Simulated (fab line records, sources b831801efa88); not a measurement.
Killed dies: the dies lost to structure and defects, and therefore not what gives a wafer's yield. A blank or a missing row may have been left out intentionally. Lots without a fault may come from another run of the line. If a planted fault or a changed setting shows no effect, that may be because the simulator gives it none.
Chamber matching	flow gf180mcu	GF_V3_CMP_26 on cmp-02: 4 sister chambers
The step polishes, stops on SiO2, t overpolish 15 s, target thk 0 nm. 4 wafers are shown with their chamber, then 8 later ones without.

## WAFERS PAIRED WITH THEIR CHAMBERS
wafer	chamber	motorCurrentA (A)
L404.4	3	9.7
L408.5	0	9.5
L408.6	1	13.8
L410.2	2	9.8

## WAFERS WITHOUT THEIR CHAMBER
wafer	motorCurrentA (A)
L410.5	10.6
L410.6	10.0
L419.1	13.9
L419.4	10.1
L419.5	13.8
L420.3	10.4
L420.4	9.7
L420.6	10.2

## WHICH CHAMBER EACH ONE RAN IN
wafer	from the rows above	in truth
L410.5	can't be placed: 2 or 3 or 0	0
L410.6	can't be placed: 2 or 3 or 0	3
L419.1	1	1
L419.4	can't be placed: 2 or 3 or 0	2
L419.5	1	1
L420.3	can't be placed: 2 or 3 or 0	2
L420.4	can't be placed: 3 or 2 or 0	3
L420.6	can't be placed: 2 or 3 or 0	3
Correct placement for 2 of the 8. Unplaceable from these rows: 6, with the true chamber sitting among the candidates in 6. 0 placed wrongly.
How it was worked out, from the rows above alone: a wafer's distance from a chamber is the root of the sum, over the readings, of the square of ((its reading less the chamber's mean) divided by the reading's scatter). The wafer belongs to the nearest chamber; if the next one is less than 2 further off, it can't be placed. Each chamber's mean is taken over the wafers shown for it. The scatter (one wafer shown for each chamber): square how far every hidden wafer sits from the nearest shown wafer, average those squares and take the square root.
